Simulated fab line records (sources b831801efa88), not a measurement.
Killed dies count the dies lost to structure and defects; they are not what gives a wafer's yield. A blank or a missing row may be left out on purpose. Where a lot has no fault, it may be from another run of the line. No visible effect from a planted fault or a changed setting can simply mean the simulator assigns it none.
fab line records    flow sky130
[record] lots = 13  wafers = 39  last_day = 50
route steps=708 shown CONTACT@407 METAL1@434 PAD_OPEN@708
lots that met no fault: taken from a fault-free run of the same line
start_h: start of the lot's first displayed wafer, in hours after the record's first day    wait_h: hours since the lot's step before    " repeats the value in the row above    L1.1+2: a single row standing in for several wafers    - no value, or no start given    * or withheld: withheld    < > ~ a bound
route shown NAME@n: NAME is a module with steps in the file, n the number in the route of the first one    usual: mean/standard deviation of fault-free wafers    same: alike in all rows    chamber/n: place in a boat    sites: the reading at each site    _std_site: standard deviation across them    _edge_site: mean of outer sites minus mean of inner sites    radius_mm: how far each site lies from the wafer's centre    mask NAME#n: copy n    behind: the most recent tool/chamber to have shaped the wafer    hold: why the lot went on hold/how many hours it stayed there/how the hold came to an end    device: transistor that didn't switch, given as n, p or np    end of line: at the end of the route, the tests of the same wafers    step lacking rows: just its recipe    killed: dies that structure and defects cost at the first sort, which is not the same as the wafer's yield    map: dies across one wafer; x = killed, . = not, _ = none there
set.NAME: setting as actually run; set.NAME@STEP: the setting as run at that earlier step    model.NAME: the simulator's own value behind a step, which no gauge read
the route's steps for a sample of lots (tables are steps, rows are wafers)
services: from which hour (start_h, from the record's first day; less than 0 if before it) a tool's chamber was out of use, for how many hours, and why
[[steps]]
[step SKY_CONTACT_THK_MEAS_01]
[recipe] reads = Si3N4_of_CONTACT_CVD_00
[usual] CONTACT_CVD_00_THK = 75.2/1
lot.wafer  tool           chamber  start_h  wait_h  CONTACT_CVD_00_THK[nm]
L932.1     film_metro-03  -        754.15   -       73.3
L932.3     "              -        "        "       72.2
L932.5     "              -        "        "       74.1
L937.4     film_metro-03  -        766.50   -       76.0
L937.5     "              -        "        "       75.3
L937.6     "              -        "        "       76.0
L940.3     film_metro-04  -        779.24   -       75.5
L940.4     "              -        "        "       77.0
L940.5     "              -        "        "       75.6
L942.1     film_metro-04  -        798.56   -       74.6
L942.2     "              -        "        "       75.5
L942.4     "              -        "        "       76.7
L945.3     film_metro-04  -        815.56   -       75.0
L945.4     "              -        "        "       75.8
L945.6     "              -        "        "       75.2
L946.2     film_metro-03  -        821.54   -       75.4
L946.3     "              -        "        "       73.9
L946.6     "              -        "        "       74.5
L949.1     film_metro-04  -        844.84   -       74.5
L949.3     "              -        "        "       74.3
L949.4     "              -        "        "       74.9
L950.1     film_metro-03  -        852.49   -       75.5
L950.4     "              -        "        "       76.1
L950.6     "              -        "        "       76.0
L951.1     film_metro-04  -        860.05   -       76.1
L951.2     "              -        "        "       76.2
L951.4     "              -        "        "       76.4
L952.2     film_metro-03  -        872.66   -       75.8
L952.3     "              -        "        "       75.2
L952.4     "              -        "        "       76.4
L953.4     film_metro-03  -        877.57   -       76.3
L953.5     "              -        "        "       75.9
L953.6     "              -        "        "       75.5
L954.1     film_metro-03  -        879.50   -       74.7
L954.3     "              -        "        "       73.9
L954.4     "              -        "        "       76.1
L955.2     film_metro-03  -        888.37   -       75.7
L955.3     "              -        "        "       74.2
L955.6     "              -        "        "       76.6
[step SKY_CONTACT_ETCH_17]
[recipe] target = SiO2  chemistry = C4F8/O2/Ar  stop_on = Si3N4  mask_material = KrF-thick  source_w = 1500  bias_w = 1200  pressure_mtorr = 40  c4f8_flow_sccm = withheld  O2_flow_sccm = 6  Ar_flow_sccm = 300  time_s = withheld  target_depth_a = 3400
[usual] oes_product_au = 0.892/0.005  rf_fwd_power_W = 1487/4.8
lot.wafer  tool         chamber  start_h  wait_h  oes_product_au  rf_fwd_power_W
L932.1     rie_diel-03  0        782.10   0.0     0.897           1488
L932.3     "            3        "        "       0.889           1478
L932.5     "            0        "        "       0.886           1491
L937.4     rie_diel-01  2        793.80   0.0     0.891           1495
L937.5     "            1        "        "       0.896           1485
L937.6     "            2        "        "       0.901           1489
L940.3     rie_diel-01  3        808.54   0.0     0.891           1493
L940.4     "            1        "        "       0.898           1483
L940.5     "            1        "        "       0.892           1481
L942.1     rie_diel-01  3        825.80   0.0     0.894           1488
L942.2     "            1        "        "       0.897           1485
L942.4     "            0        "        "       0.896           1481
L945.3     rie_diel-01  1        843.15   0.0     0.885           1479
L945.4     "            0        "        "       0.885           1487
L945.6     "            0        "        "       0.901           1482
L946.2     rie_diel-01  1        848.19   0.0     0.892           1482
L946.3     "            2        "        "       0.887           1484
L946.6     "            0        "        "       0.896           1493
L949.1     rie_diel-03  1        872.13   0.0     0.897           1482
L949.3     "            0        "        "       0.888           1482
L949.4     "            3        "        "       0.884           1485
L950.1     rie_diel-01  1        878.88   0.0     0.892           1488
L950.4     "            0        "        "       0.898           1485
L950.6     "            1        "        "       0.884           1486
L951.1     rie_diel-04  3        886.04   0.0     0.897           1483
L951.2     "            0        "        "       0.891           1484
L951.4     "            3        "        "       0.898           1478
L952.2     rie_diel-01  3        898.99   0.0     0.889           1494
L952.3     "            2        "        "       0.897           1490
L952.4     "            1        "        "       0.894           1474
L953.4     rie_diel-03  3        903.55   0.0     0.894           1486
L953.5     "            0        "        "       0.892           1486
L953.6     "            3        "        "       0.897           1482
L954.1     rie_diel-03  1        905.34   0.0     0.888           1485
L954.3     "            0        "        "       0.892           1484
L954.4     "            3        "        "       0.889           1479
L955.2     rie_diel-01  1        914.29   0.0     0.893           1490
L955.3     "            3        "        "       0.894           1489
L955.6     "            0        "        "       0.885           1496
[step SKY_METAL1_SPUTTER_00]
[recipe] material = Ti  target_thk_nm = 15  power_w = 3000  time_s = 10  chamber_pressure_pa = 0.407
[usual] throttle_valve_pct = 30.3/1.2
lot.wafer  tool            chamber  start_h  wait_h  throttle_valve_pct
L932.1     pvd_sputter-04  -        783.48   0.2     31.6
L932.3     "               -        "        "       28.4
L932.5     "               -        "        "       28.5
L937.4     pvd_sputter-01  -        795.17   0.1     29.7
L937.5     "               -        "        "       31.6
L937.6     "               -        "        "       29.5
L940.3     pvd_sputter-04  -        809.91   0.2     31.8
L940.4     "               -        "        "       28.6
L940.5     "               -        "        "       31.8
L942.1     pvd_sputter-04  -        827.14   0.1     30.8
L942.2     "               -        "        "       31.8
L942.4     "               -        "        "       28.8
L945.3     pvd_sputter-02  -        844.53   0.2     30.3
L945.4     "               -        "        "       29.4
L945.6     "               -        "        "       30.7
L946.2     pvd_sputter-02  -        849.56   0.2     31.1
L946.3     "               -        "        "       29.6
L946.6     "               -        "        "       31.3
L949.1     pvd_sputter-04  -        873.49   0.1     31.7
L949.3     "               -        "        "       28.8
L949.4     "               -        "        "       28.4
L950.1     pvd_sputter-04  -        880.25   0.2     28.6
L950.4     "               -        "        "       28.5
L950.6     "               -        "        "       28.7
L951.1     pvd_sputter-02  -        887.41   0.1     30.6
L951.2     "               -        "        "       31.5
L951.4     "               -        "        "       29.3
L952.2     pvd_sputter-01  -        900.33   0.2     31.6
L952.3     "               -        "        "       29.5
L952.4     "               -        "        "       30.4
L953.4     pvd_sputter-02  -        904.92   0.1     29.2
L953.5     "               -        "        "       31.1
L953.6     "               -        "        "       30.3
L954.1     pvd_sputter-01  -        906.71   0.2     30.8
L954.3     "               -        "        "       31.9
L954.4     "               -        "        "       29.9
L955.2     pvd_sputter-04  -        915.63   0.2     28.7
L955.3     "               -        "        "       28.4
L955.6     "               -        "        "       28.3
[step SKY_METAL1_SOFTBAKE_11]
[recipe] temp_c = 100  time_s = 90  resist = KrF-thick
[usual] heater_power_total_W = 57.36/0.11  plate_temp_C = 99.99/0.13
lot.wafer  tool            chamber  start_h  wait_h  heater_power_total_W  plate_temp_C
L932.1     litho_track-02  0        796      -       57.28                 99.96
L932.3     "               0        "        "       57.28                 100.13
L932.5     "               0        "        "       57.39                 100.03
L937.4     litho_track-02  0        809      -       56.34                 98.72
L937.5     "               0        "        "       56.41                 98.37
L937.6     "               0        "        "       56.07                 98.66
L940.3     litho_track-02  0        822      -       56.32                 98.46
L940.4     "               0        "        "       56.20                 98.63
L940.5     "               0        "        "       56.43                 98.42
L942.1     litho_track-04  0        839      -       57.57                 100.05
L942.2     "               0        "        "       57.34                 100.04
L942.4     "               0        "        "       57.26                 99.97
L945.3     litho_track-04  0        857      -       57.46                 100.09
L945.4     "               0        "        "       57.37                 100.05
L945.6     "               0        "        "       57.53                 99.99
L946.2     litho_track-04  0        862      -       57.24                 99.90
L946.3     "               0        "        "       57.40                 99.85
L946.6     "               0        "        "       57.33                 99.98
L949.1     litho_track-03  0        886      -       57.45                 100.15
L949.3     "               0        "        "       57.47                 99.96
L949.4     "               0        "        "       57.20                 100.09
L950.1     litho_track-03  0        893      -       57.24                 100.28
L950.4     "               0        "        "       57.38                 99.95
L950.6     "               0        "        "       57.26                 100.14
L951.1     litho_track-04  0        900      -       57.44                 99.93
L951.2     "               0        "        "       57.19                 99.86
L951.4     "               0        "        "       57.52                 100.12
L952.2     litho_track-03  0        912      -       57.33                 100.13
L952.3     "               0        "        "       57.26                 99.92
L952.4     "               0        "        "       57.25                 99.90
L953.4     litho_track-04  0        917      -       57.48                 99.80
L953.5     "               0        "        "       57.51                 100.02
L953.6     "               0        "        "       57.50                 99.89
L954.1     litho_track-03  0        918      -       57.13                 99.90
L954.3     "               0        919      -       57.36                 99.95
L954.4     "               0        "        "       57.30                 99.93
L955.2     litho_track-04  0        927      -       57.49                 99.95
L955.3     "               0        "        "       57.43                 100.00
L955.6     "               0        "        "       57.40                 100.05
[step SKY_PAD_OPEN_PROBE_99]
[usual] killed_at_M0_to_M3 = 44/6.7  killed_at_M4_up = 3.1/1.8  killed_at_contacts = 24/5.1  killed_at_front_end = 16/4.7  killed_at_other = 0.3/0.59  killed_dies = 88/9.6  killed_open = 48/7.3  killed_short = 39/6.5
[same] gross_dies = 492  killed_at_back_side = 0
lot.wafer  tool       chamber  start_h  wait_h  killed_at_M0_to_M3  killed_at_M4_up  killed_at_contacts  killed_at_front_end  killed_at_other  killed_dies  killed_open  killed_short
L932.1     prober-02  -        1112.88  0.1     44                  2                33                  12                   0                91           60           30
L932.3     prober-02  -        1112.98  0.2     47                  6                22                  13                   0                88           47           40
L932.5     prober-02  -        1113.08  0.2     36                  3                16                  16                   0                71           38           33
L937.4     prober-01  -        1121.61  0.2     43                  3                22                  21                   0                89           46           43
L937.5     prober-01  -        1121.66  0.2     45                  6                18                  24                   2                95           49           46
L937.6     prober-01  -        1121.71  0.2     42                  5                28                  13                   0                88           55           33
L940.3     prober-01  -        1131.37  0.2     38                  5                26                  11                   0                80           42           38
L940.4     prober-01  -        1131.42  0.2     41                  3                25                  10                   0                79           30           49
L942.1     prober-01  -        1142.66  0.1     45                  4                22                  17                   1                89           39           50
L942.2     prober-01  -        1142.71  0.1     37                  1                24                  16                   1                79           45           30
L942.4     prober-01  -        1142.81  0.2     42                  2                35                  19                   2                100          59           39
L945.3     prober-02  -        1158.31  0.2     39                  8                30                  14                   1                92           49           43
L945.4     prober-02  -        1158.36  0.2     48                  3                20                  20                   0                91           55           36
L945.6     prober-02  -        1158.46  0.2     55                  4                33                  10                   0                102          63           39
L946.2     prober-01  -        1159.96  0.1     41                  2                29                  5                    0                77           45           32
L946.3     prober-01  -        1160.01  0.2     30                  3                23                  11                   1                68           41           26
L946.6     prober-01  -        1160.16  0.2     54                  8                27                  19                   0                108          53           54
L949.1     prober-02  -        1177.81  0.1     56                  1                26                  14                   0                97           56           41
L949.3     prober-02  -        1177.91  0.2     26                  2                25                  16                   0                69           34           35
L949.4     prober-02  -        1177.96  0.2     48                  3                19                  18                   0                88           51           36
L950.1     prober-01  -        1179.91  0.1     44                  3                23                  20                   0                90           50           40
L950.4     prober-01  -        1180.06  0.2     46                  2                27                  10                   1                86           46           40
L950.6     prober-01  -        1180.16  0.2     47                  2                23                  13                   0                85           51           34
L951.1     prober-02  -        1184.05  0.1     49                  2                17                  13                   0                81           41           40
L951.2     prober-02  -        1184.10  0.1     55                  1                26                  18                   0                100          61           38
L951.4     prober-02  -        1184.20  0.2     49                  2                30                  11                   0                92           53           39
L952.2     prober-01  -        1194.10  0.1     47                  4                15                  14                   2                82           50           32
L952.3     prober-01  -        1194.15  0.2     37                  7                21                  14                   0                79           42           37
L952.4     prober-01  -        1194.20  0.2     51                  1                22                  18                   0                92           44           48
L953.4     prober-02  -        1197.57  0.2     45                  7                20                  22                   0                94           53           41
L953.5     prober-02  -        1197.62  0.2     41                  4                27                  12                   0                84           46           38
L953.6     prober-02  -        1197.67  0.2     37                  1                22                  14                   0                74           32           42
L954.1     prober-01  -        1198.51  0.1     45                  2                18                  18                   0                83           53           29
L954.3     prober-01  -        1198.61  0.2     38                  2                21                  20                   0                81           36           45
L954.4     prober-01  -        1198.66  0.2     40                  2                18                  11                   0                71           37           33
L955.2     prober-02  -        1205.02  0.1     42                  4                30                  19                   1                96           60           36
L955.3     prober-02  -        1205.07  0.2     42                  2                30                  14                   0                88           49           39
L955.6     prober-02  -        1205.22  0.2     47                  3                24                  15                   0                89           51           38
// killed by level:class
L932.1 VIA1:geometric_particle:open=13 CONTACT:geometric_particle:short=12 VIA2:geometric_particle:open=12 LI_CONTACT:geometric_particle:open=8 CONTACT:geometric_particle:open=8 VIA3:geometric_particle:open=7 LOCAL_INTERCONNECT:geometric_particle:short=4 VIA2:geometric_particle:short=4
L932.3 VIA1:geometric_particle:open=10 VIA2:geometric_particle:open=9 VIA3:geometric_particle:open=8 LI_CONTACT:geometric_particle:open=7 CONTACT:geometric_particle:short=6 METAL1:geometric_particle:short=4 LI_CONTACT:geometric_particle:short=4 VIA1:geometric_particle:short=4
L932.5 VIA1:geometric_particle:open=9 VIA2:geometric_particle:open=8 LI_CONTACT:geometric_particle:open=6 VIA1:geometric_particle:short=6 FIELD_ISO:geometric_particle:open=4 CONTACT:geometric_particle:short=4 POLY_GATE:geometric_particle:short=3 METAL1:geometric_particle:short=3
L937.4 VIA1:geometric_particle:open=12 CONTACT:geometric_particle:open=9 FIELD_ISO:geometric_particle:open=6 METAL1:geometric_particle:short=6 POLY_GATE:geometric_particle:short=5 LI_CONTACT:geometric_particle:open=5 LOCAL_INTERCONNECT:geometric_particle:short=5 METAL2:geometric_particle:short=5
L937.5 VIA1:geometric_particle:open=7 METAL2:geometric_particle:short=7 FIELD_ISO:geometric_particle:open=6 CONTACT:geometric_particle:open=6 METAL1:geometric_particle:short=6 VIA1:geometric_particle:short=6 VIA3:geometric_particle:short=6 LI_CONTACT:geometric_particle:open=5
L937.6 VIA2:geometric_particle:open=12 LI_CONTACT:geometric_particle:open=11 CONTACT:geometric_particle:open=9 VIA1:geometric_particle:open=9 FIELD_ISO:geometric_particle:open=5 VIA1:geometric_particle:short=5 POLY_GATE:geometric_particle:short=4 METAL2:geometric_particle:short=4
L940.3 CONTACT:geometric_particle:open=11 CONTACT:geometric_particle:short=7 METAL2:geometric_particle:short=7 VIA1:geometric_particle:short=7 VIA1:geometric_particle:open=7 LI_CONTACT:geometric_particle:open=6 FIELD_ISO:geometric_particle:open=4 VIA2:geometric_particle:open=4
L940.4 VIA1:geometric_particle:open=8 METAL1:geometric_particle:short=7 CONTACT:geometric_particle:short=6 LI_CONTACT:geometric_particle:open=5 LOCAL_INTERCONNECT:geometric_particle:short=5 METAL3:geometric_particle:short=5 LI_CONTACT:geometric_particle:short=4 CONTACT:geometric_particle:open=4
L942.1 VIA1:geometric_particle:open=11 METAL1:geometric_particle:short=7 VIA1:geometric_particle:short=7 CONTACT:geometric_particle:open=6 POLY_GATE:geometric_particle:short=5 POLY_GATE:geometric_particle:open=5 CONTACT:geometric_particle:short=5 VIA3:geometric_particle:open=5
L942.2 VIA1:geometric_particle:open=8 VIA2:geometric_particle:open=8 CONTACT:geometric_particle:open=7 LI_CONTACT:geometric_particle:open=6 VIA3:geometric_particle:open=6 FIELD_ISO:geometric_particle:short=5 METAL2:geometric_particle:short=5 CONTACT:geometric_particle:short=4
L942.4 CONTACT:geometric_particle:open=15 VIA2:geometric_particle:open=9 LI_CONTACT:geometric_particle:open=7 VIA1:geometric_particle:open=7 VIA3:geometric_particle:open=6 FIELD_ISO:geometric_particle:open=5 LI_CONTACT:geometric_particle:short=5 CONTACT:geometric_particle:short=5
L945.3 VIA1:geometric_particle:open=11 LI_CONTACT:geometric_particle:open=9 CONTACT:geometric_particle:open=8 CONTACT:geometric_particle:short=6 METAL1:geometric_particle:short=5 METAL4:geometric_particle:short=5 FIELD_ISO:geometric_particle:short=4 FIELD_ISO:geometric_particle:open=4
L945.4 VIA1:geometric_particle:open=12 VIA3:geometric_particle:open=11 CONTACT:geometric_particle:open=7 VIA2:geometric_particle:open=7 POLY_GATE:geometric_particle:open=6 LI_CONTACT:geometric_particle:open=6 CONTACT:geometric_particle:short=6 POLY_GATE:geometric_particle:short=5
L945.6 VIA1:geometric_particle:open=16 CONTACT:geometric_particle:open=12 VIA2:geometric_particle:open=11 LI_CONTACT:geometric_particle:open=9 CONTACT:geometric_particle:short=6 VIA1:geometric_particle:short=6 VIA3:geometric_particle:short=5 VIA3:geometric_particle:open=5
L946.2 LI_CONTACT:geometric_particle:open=9 CONTACT:geometric_particle:open=9 VIA1:geometric_particle:open=9 VIA3:geometric_particle:open=7 CONTACT:geometric_particle:short=6 VIA2:geometric_particle:open=5 METAL2:geometric_particle:short=4 VIA1:geometric_particle:short=4
L946.3 VIA1:geometric_particle:open=13 CONTACT:geometric_particle:open=7 LI_CONTACT:geometric_particle:open=6 LI_CONTACT:geometric_particle:short=5 POLY_CUT:geometric_particle:open=3 CONTACT:geometric_particle:short=3 METAL1:geometric_particle:short=3 VIA3:geometric_particle:open=3
L946.6 CONTACT:geometric_particle:open=12 METAL1:geometric_particle:short=11 VIA1:geometric_particle:open=10 LI_CONTACT:geometric_particle:open=8 METAL4:geometric_particle:short=7 VIA3:geometric_particle:open=7 VIA2:geometric_particle:open=6 SPACER:geometric_particle:short=5
L949.1 LI_CONTACT:geometric_particle:open=11 VIA3:geometric_particle:open=11 VIA2:geometric_particle:open=11 METAL1:geometric_particle:short=10 CONTACT:geometric_particle:open=8 VIA1:geometric_particle:open=6 FIELD_ISO:geometric_particle:short=5 METAL2:geometric_particle:short=5
L949.3 CONTACT:geometric_particle:open=12 METAL2:geometric_particle:short=6 POLY_GATE:geometric_particle:short=5 METAL1:geometric_particle:short=5 VIA1:geometric_particle:open=5 LI_CONTACT:geometric_particle:open=4 CONTACT:geometric_particle:short=4 FIELD_ISO:geometric_particle:short=3
L949.4 VIA1:geometric_particle:open=15 CONTACT:geometric_particle:open=9 VIA2:geometric_particle:open=7 VIA3:geometric_particle:open=6 VIA1:geometric_particle:short=6 FIELD_ISO:geometric_particle:short=5 POLY_GATE:geometric_particle:open=5 FIELD_ISO:geometric_particle:open=4
L950.1 CONTACT:geometric_particle:open=9 METAL1:geometric_particle:short=7 POLY_GATE:geometric_particle:open=7 LI_CONTACT:geometric_particle:open=7 VIA1:geometric_particle:open=6 VIA1:geometric_particle:short=6 VIA3:geometric_particle:open=6 VIA2:geometric_particle:open=5
L950.4 CONTACT:geometric_particle:open=11 VIA1:geometric_particle:open=9 METAL2:geometric_particle:short=8 LI_CONTACT:geometric_particle:open=7 VIA3:geometric_particle:open=7 VIA1:geometric_particle:short=6 CONTACT:geometric_particle:short=5 FIELD_ISO:geometric_particle:short=4
L950.6 VIA1:geometric_particle:open=13 CONTACT:geometric_particle:open=8 VIA3:geometric_particle:open=7 LOCAL_INTERCONNECT:geometric_particle:short=6 LI_CONTACT:geometric_particle:open=5 METAL1:geometric_particle:short=5 VIA2:geometric_particle:open=5 FIELD_ISO:geometric_particle:open=4
L951.1 VIA1:geometric_particle:open=15 METAL2:geometric_particle:short=10 LI_CONTACT:geometric_particle:open=7 POLY_GATE:geometric_particle:short=5 METAL1:geometric_particle:short=5 VIA2:geometric_particle:open=5 LOCAL_INTERCONNECT:geometric_particle:short=4 VIA1:geometric_particle:short=4
L951.2 VIA1:geometric_particle:open=14 VIA2:geometric_particle:open=11 CONTACT:geometric_particle:open=10 METAL2:geometric_particle:short=8 FIELD_ISO:geometric_particle:open=5 LI_CONTACT:geometric_particle:short=5 METAL1:geometric_particle:short=5 VIA3:geometric_particle:open=5
L951.4 VIA1:geometric_particle:open=15 CONTACT:geometric_particle:open=9 LI_CONTACT:geometric_particle:open=9 VIA1:geometric_particle:short=8 VIA2:geometric_particle:open=7 LOCAL_INTERCONNECT:geometric_particle:short=4 CONTACT:geometric_particle:short=4 VIA2:geometric_particle:short=4
L952.2 VIA1:geometric_particle:open=10 VIA3:geometric_particle:open=8 VIA2:geometric_particle:open=7 FIELD_ISO:geometric_particle:open=5 CONTACT:geometric_particle:open=5 LI_CONTACT:geometric_particle:open=4 METAL1:geometric_particle:open=4 METAL2:geometric_particle:short=4
L952.3 VIA1:geometric_particle:open=8 CONTACT:geometric_particle:open=7 VIA2:geometric_particle:open=7 LI_CONTACT:geometric_particle:open=6 METAL1:geometric_particle:short=5 FIELD_ISO:geometric_particle:short=4 POLY_GATE:geometric_particle:open=4 VIA2:geometric_particle:short=4
L952.4 VIA2:geometric_particle:open=9 METAL1:geometric_particle:short=9 VIA1:geometric_particle:short=8 FIELD_ISO:geometric_particle:open=6 VIA3:geometric_particle:open=6 LI_CONTACT:geometric_particle:short=5 LI_CONTACT:geometric_particle:open=5 CONTACT:geometric_particle:open=5
L953.4 VIA1:geometric_particle:open=16 VIA2:geometric_particle:open=8 CONTACT:geometric_particle:short=6 CONTACT:geometric_particle:open=6 POLY_GATE:geometric_particle:short=5 VIA3:geometric_particle:open=5 METAL4:geometric_particle:short=5 FIELD_ISO:geometric_particle:short=4
L953.5 VIA1:geometric_particle:open=9 LOCAL_INTERCONNECT:geometric_particle:short=8 METAL2:geometric_particle:short=7 POLY_GATE:geometric_particle:open=6 CONTACT:geometric_particle:open=6 VIA2:geometric_particle:open=6 LI_CONTACT:geometric_particle:open=5 LI_CONTACT:geometric_particle:short=4
L953.6 METAL1:geometric_particle:short=8 CONTACT:geometric_particle:open=6 FIELD_ISO:geometric_particle:short=5 VIA1:geometric_particle:short=5 LI_CONTACT:geometric_particle:open=5 VIA1:geometric_particle:open=5 VIA3:geometric_particle:open=5 POLY_GATE:geometric_particle:open=4
L954.1 VIA1:geometric_particle:open=11 VIA2:geometric_particle:open=9 FIELD_ISO:geometric_particle:open=8 CONTACT:geometric_particle:open=6 METAL2:geometric_particle:short=5 POLY_GATE:geometric_particle:short=4 LI_CONTACT:geometric_particle:short=4 LI_CONTACT:geometric_particle:open=4
L954.3 POLY_GATE:geometric_particle:short=7 VIA3:geometric_particle:open=7 VIA1:geometric_particle:open=6 CONTACT:geometric_particle:open=6 METAL3:geometric_particle:short=6 LI_CONTACT:geometric_particle:open=5 METAL1:geometric_particle:short=5 FIELD_ISO:geometric_particle:short=4
L954.4 VIA1:geometric_particle:open=9 VIA3:geometric_particle:open=7 METAL2:geometric_particle:short=5 LI_CONTACT:geometric_particle:open=5 METAL1:geometric_particle:short=5 CONTACT:geometric_particle:open=4 LOCAL_INTERCONNECT:geometric_particle:short=4 FIELD_ISO:geometric_particle:open=3
L955.2 VIA1:geometric_particle:open=16 CONTACT:geometric_particle:open=14 LI_CONTACT:geometric_particle:open=10 POLY_GATE:geometric_particle:short=6 POLY_GATE:geometric_particle:open=5 METAL2:geometric_particle:short=5 VIA2:geometric_particle:open=5 VIA3:geometric_particle:open=4
L955.3 CONTACT:geometric_particle:open=11 CONTACT:geometric_particle:short=7 VIA1:geometric_particle:open=7 VIA3:geometric_particle:open=7 METAL2:geometric_particle:short=6 POLY_GATE:geometric_particle:open=5 VIA2:geometric_particle:open=5 LI_CONTACT:geometric_particle:open=4
L955.6 VIA2:geometric_particle:open=12 CONTACT:geometric_particle:open=8 VIA1:geometric_particle:open=8 VIA3:geometric_particle:open=7 METAL1:geometric_particle:short=7 POLY_GATE:geometric_particle:short=6 LI_CONTACT:geometric_particle:open=6 CONTACT:geometric_particle:short=5
[[services]]
tool            chamber  start_h  hours  kind
rie_diel-04     -        781.42   28.1   pm
pvd_sputter-02  -        783.15   2.0    repair
pvd_sputter-04  -        794.81   6.3    repair
pvd_sputter-04  -        799.01   3.4    repair
rie_diel-04     -        814.97   0.7    repair
rie_diel-01     -        822.17   1.6    repair
rie_diel-01     -        823.73   0.3    repair
rie_diel-01     0        829.36   2.4    repair
rie_diel-04     -        829.96   0.9    repair
rie_diel-04     3        834.88   4.1    repair
pvd_sputter-01  -        849.05   0.9    repair
rie_diel-03     1        856.05   11.5   repair
pvd_sputter-04  -        862.47   0.6    repair
rie_diel-01     2        862.50   14.0   repair
rie_diel-04     1        881.91   5.6    repair
rie_diel-03     -        895.47   0.6    repair
rie_diel-01     3        903.31   7.0    repair
pvd_sputter-04  -        919.20   0.9    repair
rie_diel-04     1        919.56   11.2   repair
[[key]]
[first_sign] step = SKY_METAL1_SOFTBAKE_11  reading = plate_temp_C  direction = down  sigmas = 11  usual = *  struck = *
[effect] step = SKY_METAL1_SOFTBAKE_11  reading = heater_power_total_W  direction = down  sigmas = 9.5  usual = *  struck = *
met_at SKY_METAL1_SOFTBAKE_11
struck_lots L937,L940
rows_end L940.5
tester_left_out L937
not_acting_at SKY_CONTACT_THK_MEAS_01,SKY_CONTACT_ETCH_17,SKY_METAL1_SPUTTER_00
onset_between 796 809
[earlier_fault] kind = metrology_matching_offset  tool = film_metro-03  chamber = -  onset_h = 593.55  steps = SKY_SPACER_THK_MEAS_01  param = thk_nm  offset = 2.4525
[fault] kind = process_parameter_drift  tool = litho_track-02  chamber = -  onset_h = 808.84  steps = SKY_METAL1_SOFTBAKE_11  channel = temp_c  offset = *  shape = step  acts_in = *  stated = *
// tester_left_out: of these lots the tester's yield and bins aren't shown, on N5 and GAA mostly nor the transistor test; their killed dies are dies lost to structure and defects alone, not to doping, threshold or leakage, so they don't give the yield
// rows_end: these wafers met a further fault down the route, and their rows from its step on are left out
